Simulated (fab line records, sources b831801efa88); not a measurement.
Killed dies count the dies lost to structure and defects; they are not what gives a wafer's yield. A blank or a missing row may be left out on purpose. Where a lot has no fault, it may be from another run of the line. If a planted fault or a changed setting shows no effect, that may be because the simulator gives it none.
What tool caused it? | flow sky130 | 24 lots, 72 wafers sampled, at 6 steps of a route of 708

WHAT THE GAUGES READ, wafer by wafer
SKY_VIA2_CD_MEAS_12: the cd target is 200 nm. Usual: cd_nm at 200.2 nm, with a standard deviation of 1.4.
lot  | measured     | on        | cd_nm (nm)        | flag
L074 | day 36 08:49 | cd_sem-01 | 199.4 199.3 199.6 |
L075 | day 37 04:10 | cd_sem-01 | 198.5 196.8 198.6 |
L076 | day 37 09:52 | cd_sem-01 | 203.4 203.5 202.4 |
L077 | day 37 12:01 | cd_sem-02 | 198.1 198.1 198.6 |
L078 | day 37 19:31 | cd_sem-01 | 199.9 198.5 198.0 |
L079 | day 38 06:08 | cd_sem-01 | 203.3 202.0 200.9 |
L080 | day 38 08:07 | cd_sem-02 | 198.3 199.9 199.7 |
L081 | day 38 20:05 | cd_sem-01 | 200.5 201.7 199.3 |
L082 | day 39 07:05 | cd_sem-01 | 200.6 199.7 200.0 |
L083 | day 39 07:25 | cd_sem-02 | 198.3 199.3 199.5 |
L084 | day 39 15:34 | cd_sem-01 | 199.6 198.5 200.8 |
L085 | day 39 23:58 | cd_sem-01 | 199.2 199.7 199.8 |
L086 | day 40 07:11 | cd_sem-02 | 201.5 200.2 201.6 |
L087 | day 40 12:59 | cd_sem-01 | 202.3 201.7 203.0 |
L088 | day 40 21:07 | cd_sem-01 | 200.1 200.9 200.5 |
L089 | day 41 08:08 | cd_sem-01 | 200.3 201.4 200.6 |
L090 | day 41 11:37 | cd_sem-02 | 200.6 201.2 202.6 |
L091 | day 41 16:59 | cd_sem-01 | 198.1 199.4 199.7 |
L092 | day 41 22:13 | cd_sem-01 | 197.1 199.0 197.6 |
L093 | day 42 00:53 | cd_sem-01 | 201.5 201.0 199.9 |
L094 | day 42 08:07 | cd_sem-02 | 201.5 198.6 199.2 |
L095 | day 42 13:16 | cd_sem-01 | 201.7 199.8 201.2 |
L096 | day 42 18:43 | cd_sem-02 | 201.8 201.4 199.9 |
L097 | day 43 04:04 | cd_sem-01 | 199.8 199.7 199.1 |

WHAT TOOL EACH LOT RAN ON (gives the tool, then ch and the chambers of the sampled wafers, and finally the start)
lot  | SKY_RES_PROTECT_STRIP_07             | SKY_POLY_CUT_ETCH_11               | SKY_LI_CONTACT_CMP_02         | SKY_CONTACT_CVD_00              | SKY_CONTACT_SPUTTER_23
L074 | plasma_asher-03 ch 0,1, day 15 05:01 | rie_diel-04 ch 0,2,3, day 24 06:49 | cmp-01 ch 0,1,2, day 28 00:54 | pecvd-02 ch 0,1,2, day 30 11:50 | pvd_sputter-03, day 31 16:46
L075 | plasma_asher-01 ch 0,1, day 15 17:24 | rie_diel-03 ch 0,1, day 25 06:07   | cmp-01 ch 0,2, day 28 23:16   | pecvd-02 ch 0,1, day 31 09:04   | pvd_sputter-04, day 32 13:33
L076 | plasma_asher-01 ch 0,1, day 16 05:10 | rie_diel-02 ch 0,1,3, day 25 10:18 | cmp-02 ch 0,1,3, day 29 04:02 | pecvd-04 ch 1,2, day 31 14:44   | pvd_sputter-04, day 32 20:03
L077 | plasma_asher-01 ch 0,1, day 16 08:33 | rie_diel-03 ch 1,2, day 25 14:29   | cmp-02 ch 0,1,3, day 29 06:58 | pecvd-02 ch 0,1,2, day 31 17:38 | pvd_sputter-03, day 32 22:44
L078 | plasma_asher-02 ch 0,1, day 16 19:07 | rie_diel-04 ch 0,1,3, day 26 00:58 | cmp-01 ch 0,2,3, day 29 16:36 | pecvd-01 ch 0,1,2, day 32 02:08 | pvd_sputter-04, day 33 06:39
L079 | plasma_asher-03 ch 0,1, day 17 07:19 | rie_diel-02 ch 2,3, day 26 12:10   | cmp-02 ch 2,3, day 30 03:32   | pecvd-01 ch 0,1,2, day 32 12:23 | pvd_sputter-02, day 33 16:33
L080 | plasma_asher-03 ch 0,1, day 17 09:52 | rie_diel-03 ch 2,3, day 26 14:07   | cmp-02 ch 0,1,3, day 30 06:03 | pecvd-04 ch 0,1, day 32 15:26   | pvd_sputter-03, day 33 19:45
L081 | plasma_asher-03 ch 0,1, day 18 00:55 | rie_diel-03 ch 1,2,3, day 27 03:40 | cmp-01 ch 1,2,3, day 30 18:27 | pecvd-02 ch 1,2, day 33 02:23   | pvd_sputter-03, day 34 06:33
L082 | plasma_asher-02 ch 0,1, day 18 08:46 | rie_diel-04 ch 0,2,3, day 27 16:40 | cmp-02 ch 0,1,3, day 31 06:27 | pecvd-01 ch 0,1, day 33 15:08   | pvd_sputter-03, day 34 19:30
L083 | plasma_asher-01 ch 0,1, day 18 14:13 | rie_diel-03 ch 0,2, day 27 18:22   | cmp-02 ch 0,1,3, day 31 07:38 | pecvd-04 ch 0,1, day 33 16:11   | pvd_sputter-02, day 34 20:35
L084 | plasma_asher-03 ch 0,1, day 19 00:37 | rie_diel-02 ch 1,2, day 28 03:01   | cmp-01 ch 1,2,3, day 31 16:32 | pecvd-01 ch 2, day 34 00:47     | pvd_sputter-04, day 35 04:14
L085 | plasma_asher-02 ch 0,1, day 19 09:01 | rie_diel-03 ch 2,3, day 28 13:52   | cmp-01 ch 2,3, day 32 02:39   | pecvd-04 ch 1,2, day 34 10:30   | pvd_sputter-03, day 35 14:15
L086 | plasma_asher-02 ch 0,1, day 19 20:46 | rie_diel-04 ch 1,2, day 28 21:55   | cmp-01 ch 0,3, day 32 10:12   | pecvd-04 ch 0,1,2, day 34 18:05 | pvd_sputter-04, day 35 21:10
L087 | plasma_asher-03 ch 0,1, day 20 02:10 | rie_diel-02 ch 0,2, day 29 03:19   | cmp-02 ch 1,2, day 32 15:23   | pecvd-02 ch 1,2, day 34 22:54   | pvd_sputter-04, day 36 02:51
L088 | plasma_asher-02 ch 0,1, day 20 09:52 | rie_diel-02 ch 0,1,3, day 29 10:25 | cmp-02 ch 0,1,2, day 32 22:53 | pecvd-04 ch 0,1,2, day 35 06:56 | pvd_sputter-02, day 36 10:03
L089 | plasma_asher-02 ch 0,1, day 20 19:58 | rie_diel-03 ch 0,1,2, day 30 00:37 | cmp-02 ch 0,1,2, day 33 11:18 | pecvd-02 ch 0,2, day 35 19:25   | pvd_sputter-03, day 36 22:32
L090 | plasma_asher-01 ch 0,1, day 21 00:30 | rie_diel-02 ch 1,2, day 30 03:19   | cmp-02 ch 0,2,3, day 33 15:11 | pecvd-02 ch 0,1, day 35 23:07   | pvd_sputter-04, day 37 02:00
L091 | plasma_asher-02 ch 0,1, day 21 12:52 | rie_diel-04 ch 0,1,3, day 30 10:46 | cmp-02 ch 0,1,2, day 33 21:33 | pecvd-01 ch 0,2, day 36 03:47   | pvd_sputter-04, day 37 06:59
L092 | plasma_asher-03 ch 0,1, day 21 21:07 | rie_diel-02 ch 0,1,3, day 30 15:07 | cmp-02 ch 0,1,3, day 34 01:53 | pecvd-04 ch 0,2, day 36 09:07   | pvd_sputter-04, day 37 12:17
L093 | plasma_asher-02 ch 0,1, day 22 00:12 | rie_diel-03 ch 1,2, day 30 20:07   | cmp-01 ch 0,1,2, day 34 06:39 | pecvd-02 ch 0,1,2, day 36 12:59 | pvd_sputter-04, day 37 15:49
L094 | plasma_asher-01 ch 0,1, day 22 10:28 | rie_diel-03 ch 0,3, day 31 04:01   | cmp-01 ch 1,2,3, day 34 13:42 | pecvd-04 ch 0,1,2, day 36 20:14 | pvd_sputter-02, day 37 23:38
L095 | plasma_asher-03 ch 0,1, day 22 16:04 | rie_diel-03 ch 0,2,3, day 31 11:25 | cmp-01 ch 0,1,2, day 34 20:34 | pecvd-01 ch 0,1,2, day 37 03:13 | pvd_sputter-03, day 38 05:19
L096 | plasma_asher-01 ch 0,1, day 22 23:50 | rie_diel-03 ch 1,2, day 31 17:13   | cmp-01 ch 0,1,2, day 35 02:23 | pecvd-02 ch 0,2, day 37 07:34   | pvd_sputter-04, day 38 10:28
L097 | plasma_asher-03 ch 0,1, day 23 11:39 | rie_diel-02 ch 0,2,3, day 32 02:43 | cmp-02 ch 1,2,3, day 35 10:50 | pecvd-04 ch 0,1, day 37 17:16   | pvd_sputter-04, day 38 20:18
- SKY_RES_PROTECT_STRIP_07: strips in O2/N2.
- SKY_POLY_CUT_ETCH_11: etches Si3N4 in CF4/CH2F2/Ar, stops on poly-Si, time 42.5 s, target depth 60 nm.
- SKY_LI_CONTACT_CMP_02: polishes PSG.
- SKY_CONTACT_CVD_00: deposits Si3N4, target thk 75 nm.
- SKY_CONTACT_SPUTTER_23: material TiN, target thk 20 nm, time 80 s.

WHAT THE TOOLS THEMSELVES READ (means of the sampled wafers that have a number; where no wafer has one, the mark that the record gives instead)
SKY_RES_PROTECT_STRIP_07. Usual: drypump_motor_current_A 5.6 A, standard deviation 0.45; oes_product_au 0.515 a.u., standard deviation 0.0044; strip_time_to_endpoint_s 23.46 s, standard deviation 0.043.
lot  | tool            | drypump_motor_current_A (A) | oes_product_au (a.u.) | strip_time_to_endpoint_s (s) | flag
L074 | plasma_asher-03 | 5.3                         | 0.515                 | 23.45                        |
L075 | plasma_asher-01 | 5.7                         | 0.516                 | 23.50                        |
L076 | plasma_asher-01 | 6.1                         | 0.508                 | 23.47                        |
L077 | plasma_asher-01 | 6.1                         | 0.512                 | 23.46                        |
L078 | plasma_asher-02 | 5.8                         | 0.516                 | 23.43                        |
L079 | plasma_asher-03 | 5.4                         | 0.517                 | 23.44                        |
L080 | plasma_asher-03 | 5.3                         | 0.520                 | 23.44                        |
L081 | plasma_asher-03 | 5.4                         | 0.518                 | 23.52                        |
L082 | plasma_asher-02 | 5.8                         | 0.518                 | 23.43                        |
L083 | plasma_asher-01 | 5.7                         | 0.516                 | 23.44                        |
L084 | plasma_asher-03 | 5.4                         | 0.513                 | 23.48                        |
L085 | plasma_asher-02 | 5.8                         | 0.514                 | 23.48                        |
L086 | plasma_asher-02 | 5.6                         | 0.511                 | 23.41                        |
L087 | plasma_asher-03 | 5.4                         | 0.515                 | 23.53                        |
L088 | plasma_asher-02 | 5.6                         | 0.513                 | 23.44                        |
L089 | plasma_asher-02 | 5.6                         | 0.516                 | 23.50                        |
L090 | plasma_asher-01 | 6.1                         | 0.518                 | 23.47                        |
L091 | plasma_asher-02 | 5.8                         | 0.516                 | 23.47                        |
L092 | plasma_asher-03 | 5.4                         | 0.517                 | 23.46                        |
L093 | plasma_asher-02 | 5.8                         | 0.518                 | 23.40                        |
L094 | plasma_asher-01 | 5.7                         | 0.514                 | 23.44                        |
L095 | plasma_asher-03 | 5.3                         | 0.514                 | 23.53                        |
L096 | plasma_asher-01 | 5.7                         | 0.518                 | 23.48                        |
L097 | plasma_asher-03 | 5.4                         | 0.517                 | 23.37                        |

SKY_POLY_CUT_ETCH_11. Usual: ch2f2_flow_sccm 20.00 sccm, standard deviation 0.058; drypump_motor_current_A 5.9 A, standard deviation 0.38; oes_product_au 0.831 a.u., standard deviation 0.0068; rf_fwd_power_W 594 W, standard deviation 3; throttle_valve_pct 14.995 %, standard deviation 0.0098.
lot  | tool        | ch2f2_flow_sccm (sccm) | drypump_motor_current_A (A) | oes_product_au (a.u.) | rf_fwd_power_W (W) | throttle_valve_pct (%) | flag
L074 | rie_diel-04 | 20.02                  | 6.0                         | 0.828                 | 594                | 14.998                 |
L075 | rie_diel-03 | 20.02                  | 5.7                         | 0.838                 | 593                | 14.993                 |
L076 | rie_diel-02 | 19.99                  | 5.7                         | 0.823                 | 592                | 14.999                 |
L077 | rie_diel-03 | 19.92                  | 5.9                         | 0.828                 | 594                | 15.000                 |
L078 | rie_diel-04 | 20.01                  | 5.9                         | 0.826                 | 594                | 14.994                 |
L079 | rie_diel-02 | 19.93                  | 5.8                         | 0.835                 | 593                | 15.008                 |
L080 | rie_diel-03 | 20.00                  | 5.7                         | 0.835                 | 591                | 14.998                 |
L081 | rie_diel-03 | 20.04                  | 5.8                         | 0.832                 | 594                | 14.989                 |
L082 | rie_diel-04 | 19.99                  | 6.0                         | 0.833                 | 592                | 14.992                 |
L083 | rie_diel-03 | 19.93                  | 5.6                         | 0.835                 | 594                | 14.993                 |
L084 | rie_diel-02 | 19.95                  | 6.4                         | 0.835                 | 597                | 15.007                 |
L085 | rie_diel-03 | 20.00                  | 5.6                         | 0.829                 | 594                | 14.986                 |
L086 | rie_diel-04 | 20.03                  | 5.9                         | 0.839                 | 590                | 15.003                 |
L087 | rie_diel-02 | 20.00                  | 6.0                         | 0.826                 | 596                | 14.996                 |
L088 | rie_diel-02 | 19.98                  | 5.6                         | 0.833                 | 593                | 14.991                 |
L089 | rie_diel-03 | 19.94                  | 5.8                         | 0.821                 | 594                | 15.006                 |
L090 | rie_diel-02 | 20.05                  | 6.4                         | 0.828                 | 596                | 14.984                 |
L091 | rie_diel-04 | 19.96                  | 5.9                         | 0.836                 | 593                | 14.989                 |
L092 | rie_diel-02 | 20.00                  | 5.6                         | 0.821                 | 594                | 14.988                 |
L093 | rie_diel-03 | 19.99                  | 5.7                         | 0.839                 | 593                | 14.996                 |
L094 | rie_diel-03 | 20.01                  | 5.8                         | 0.841                 | 594                | 15.002                 |
L095 | rie_diel-03 | 19.98                  | 5.7                         | 0.834                 | 593                | 15.004                 |
L096 | rie_diel-03 | 19.99                  | 5.7                         | 0.829                 | 593                | 15.002                 |
L097 | rie_diel-02 | 20.00                  | 5.6                         | 0.834                 | 592                | 14.984                 |

SKY_LI_CONTACT_CMP_02. Usual: motor_current_A 12.1 A, standard deviation 1; time_to_endpoint_s 32.7 s, standard deviation 2.6.
lot  | tool   | motor_current_A (A) | time_to_endpoint_s (s) | flag
L074 | cmp-01 | 13.0                | 34.0                   |
L075 | cmp-01 | 13.0                | 32.9                   |
L076 | cmp-02 | 11.6                | 35.6                   |
L077 | cmp-02 | 11.6                | 34.5                   |
L078 | cmp-01 | 13.3                | 31.4                   |
L079 | cmp-02 | 11.8                | 35.1                   |
L080 | cmp-02 | 11.6                | 36.1                   |
L081 | cmp-01 | 12.9                | 33.4                   |
L082 | cmp-02 | 11.7                | 34.2                   |
L083 | cmp-02 | 11.7                | 29.7                   |
L084 | cmp-01 | 12.7                | 32.3                   |
L085 | cmp-01 | 12.7                | 34.8                   |
L086 | cmp-01 | 13.1                | 35.4                   |
L087 | cmp-02 | 11.9                | 33.6                   |
L088 | cmp-02 | 11.5                | 33.7                   |
L089 | cmp-02 | 11.1                | 33.5                   |
L090 | cmp-02 | 11.0                | 35.1                   |
L091 | cmp-02 | 11.3                | 31.5                   |
L092 | cmp-02 | 11.5                | 31.6                   |
L093 | cmp-01 | 12.6                | 30.0                   |
L094 | cmp-01 | 12.5                | 29.4                   |
L095 | cmp-01 | 13.1                | 29.9                   |
L096 | cmp-01 | 12.8                | 30.9                   |
L097 | cmp-02 | 11.4                | 30.3                   |

SKY_CONTACT_CVD_00. Usual: heater_power_w 663 W, standard deviation 75; rf_fwd_power_W 443.7 W, standard deviation 2.
lot  | tool     | heater_power_w (W) | rf_fwd_power_W (W) | flag
L074 | pecvd-02 | 625                | 445.7              |
L075 | pecvd-02 | 689                | 444.2              |
L076 | pecvd-04 | 754                | 442.1              |
L077 | pecvd-02 | 677                | 443.6              |
L078 | pecvd-01 | 605                | 443.9              |
L079 | pecvd-01 | 635                | 442.5              |
L080 | pecvd-04 | 745                | 442.1              |
L081 | pecvd-02 | 657                | 443.3              |
L082 | pecvd-01 | 696                | 446.0              |
L083 | pecvd-04 | 666                | 440.6              |
L084 | pecvd-01 | 520                | 442.9              |
L085 | pecvd-04 | 785                | 443.1              |
L086 | pecvd-04 | 669                | 444.1              |
L087 | pecvd-02 | 617                | 444.0              |
L088 | pecvd-04 | 725                | 441.9              |
L089 | pecvd-02 | 594                | 445.7              |
L090 | pecvd-02 | 715                | 444.7              |
L091 | pecvd-01 | 573                | 443.8              |
L092 | pecvd-04 | 713                | 443.7              |
L093 | pecvd-02 | 685                | 445.0              |
L094 | pecvd-04 | 712                | 441.8              |
L095 | pecvd-01 | 625                | 444.4              |
L096 | pecvd-02 | 670                | 445.8              |
L097 | pecvd-04 | 645                | 442.7              |

SKY_CONTACT_SPUTTER_23. Usual: throttle_valve_pct at 29.9 %, with a standard deviation of 0.9.
lot  | tool           | throttle_valve_pct (%) | flag
L074 | pvd_sputter-03 | 29.2                   |
L075 | pvd_sputter-04 | 29.9                   |
L076 | pvd_sputter-04 | 30.3                   |
L077 | pvd_sputter-03 | 29.7                   |
L078 | pvd_sputter-04 | 29.9                   |
L079 | pvd_sputter-02 | 29.1                   |
L080 | pvd_sputter-03 | 29.3                   |
L081 | pvd_sputter-03 | 29.1                   |
L082 | pvd_sputter-03 | 29.3                   |
L083 | pvd_sputter-02 | 29.2                   |
L084 | pvd_sputter-04 | 30.0                   |
L085 | pvd_sputter-03 | 29.3                   |
L086 | pvd_sputter-04 | 30.9                   |
L087 | pvd_sputter-04 | 31.3                   |
L088 | pvd_sputter-02 | 29.8                   |
L089 | pvd_sputter-03 | 29.1                   |
L090 | pvd_sputter-04 | 30.6                   |
L091 | pvd_sputter-04 | 30.1                   |
L092 | pvd_sputter-04 | 30.5                   |
L093 | pvd_sputter-04 | 30.7                   |
L094 | pvd_sputter-02 | 29.7                   |
L095 | pvd_sputter-03 | 29.4                   |
L096 | pvd_sputter-04 | 30.8                   |
L097 | pvd_sputter-04 | 29.8                   |

THE ANSWER, worked out from the rows above alone
Rule: a lot is off if the mean of its wafers that have a number lies more than 3 standard deviations from the usual mean. Also off: a lot with no number at a reading for which 4 or more lots have one. Where the step has rows for the other lots, those lots are counted as sound. First the gauges in route order, then the tools' own readings, where a lot's mean is used as printed above. At the first step where some lot is off, the reading lying furthest off is the one used; lots without a number count as furthest.
No lot is off at any reading shown: from this, nothing can be told.

WHAT HAD BEEN PUT IN BY THE SIMULATOR
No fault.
